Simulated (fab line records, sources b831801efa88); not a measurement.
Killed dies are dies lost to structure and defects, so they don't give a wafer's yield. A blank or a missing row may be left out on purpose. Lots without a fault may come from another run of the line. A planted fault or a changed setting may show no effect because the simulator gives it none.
A struck lot beside a sound one | flow sky130 | 16 steps out of a route of 708
Sound: wafers L807.1, L807.5, L807.6. Struck: wafers L818.3, L818.4, L818.6. The cause comes at the end.
At each step with rows: each side's tool, then ch and its chambers, then its first start. Under that, the readings that differ: sound wafers | struck wafers | difference of the means | sigmas: that difference in standard deviations of wafers without a fault.
alike: readings whose means differ by less than 2 such deviations, and words and numbers that are the same on both sides. not compared: withheld readings, readings that some wafer has no value for, bounds like >300 that may hide the same value, and numbers for which the record gives no deviation and whose values overlap.
The two part at a step that has a row with sigmas, a row that says differs or no value, or rows on one side only. Numbers that don't overlap but have no deviation are shown without sigmas and don't part them. A reading that every wafer of one side lacks parts them only if that side has two wafers or more.

first, 2 steps without rows for these wafers: SKY_METAL4_PEB_11; SKY_METAL4_DEVELOP_12 (develop time 60 s).
SKY_METAL4_CD_MEAS_13: target cd 300 nm.
  sound on cd_sem-01, day 42 11:31; struck on cd_sem-02, day 45 01:07
  alike: cd_nm
SKY_METAL4_OVL_MEAS_14:
  sound on overlay-02, day 42 11:38; struck on overlay-02, day 45 01:13
  alike: METAL4_OVL
SKY_METAL4_DESCUM_15: chemistry O2, time 8 s.
  sound on rie_metal-01 ch 0,1, day 42 11:41; struck on rie_metal-03 ch 0,1, day 45 01:15
  alike: drypump_motor_current_A, oes_product_au
  not compared: rf_hours_counter_h
SKY_METAL4_ETCH_16: etches BARC in N2/H2, stops on SiO2, time 88.2 s, target depth 60 nm.
  sound on rie_metal-01 ch 0,1, day 42 11:43; struck on rie_metal-03 ch 0,1, day 45 01:18
  alike: drypump_motor_current_A, oes_product_au, throttle_valve_pct
  not compared: rf_hours_counter_h
SKY_METAL4_ETCH_17: etches SiO2 in C4F8/O2/Ar, stops on TiN, time 3.9 s, target depth 15 nm.
  sound on rie_diel-04 ch 1,2, day 42 11:49; struck on rie_diel-04 ch 1,2,3, day 45 01:22
  alike: oes_product_au
  not compared: rf_hours_counter_h
then, 1 step without rows for these wafers: SKY_METAL4_METAL_ETCH_18 (etches the open film in Cl2/BCl3, stops on SiO2, target depth 845 nm, time 183.1 s).
SKY_METAL4_STRIP_19: strips in O2/N2.
  sound on plasma_asher-02 ch 0,1, day 42 12:01; struck on plasma_asher-02 ch 0,1, day 45 01:36
  alike: drypump_motor_current_A, oes_product_au, strip_time_to_endpoint_s
  not compared: rf_hours_counter_h
then, 3 steps without rows for these wafers: SKY_METAL4_STRIP_20 (strips in post etch residue remover, time 1200 s); SKY_METAL4_CLEAN_21 (cleans in IPA, time 180 s); SKY_METAL4_CLEAN_22 (cleans in O3/DIW).
SKY_VIA4_HDPCVD_00: deposits SiO2, target thk 1750 nm, time 291.7 s.
  sound on hdpcvd-02 ch 0,1,2, day 42 12:36; struck on hdpcvd-01 ch 0,1, day 45 02:10
  reading                                  | sound             | struck            | difference | sigmas
  sih4_flow_sccm (sccm)                    | 60.31 60.15 60.10 | 47.85 47.98 47.96 | -12.26     | -68
  model.SiO2_of_VIA4_HDPCVD_00.thk_nm (nm) | 1768 1761 1796    | 1402 1417 1419    | -362       |
SKY_VIA4_THK_MEAS_01:
  sound on film_metro-01, day 42 12:47; struck on film_metro-03, day 45 02:22
  reading              | sound          | struck         | difference | sigmas
  VIA4_HDPCVD_THK (nm) | 1767 1761 1797 | 1402 1418 1419 | -362       | -23
SKY_VIA4_CMP_02: polishes SiO2.
  sound on cmp-02 ch 0,1,3, day 42 12:56; struck on cmp-01 ch 0,2, day 45 02:44
  alike: motor_current_A
-- the record jumps here: 4 days lie between the struck wafers' starts before and after (it left off in module VIA4 and takes up again in module PAD_OPEN, whose first step shown is number 708 of the route) --
SKY_PAD_OPEN_PROBE_99:
  sound on prober-01, day 46 09:22; struck on prober-01, day 48 18:19
  alike: defect_limited_yield, killed_at_M0_to_M3, killed_at_M4_up, killed_at_contacts, killed_at_front_end, killed_at_other, killed_dies, killed_on_rim, killed_open, killed_short, sort_bin_3_pad_short, sort_bin_5_function, sort_bin_6_memory, sort_n_pass, sort_yield_pct

WHERE THEY PART
First at SKY_VIA4_HDPCVD_00; last, within this record, at SKY_VIA4_THK_MEAS_01. Later steps at which nothing parts them and some readings are alike: SKY_VIA4_CMP_02, SKY_PAD_OPEN_PROBE_99.

WHY: what the simulator had put in
Process parameter drift: hdpcvd-01, from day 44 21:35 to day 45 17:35, at SKY_VIA4_HDPCVD_00. Setting sih4_flow_sccm, moved by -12, from 60. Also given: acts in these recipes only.
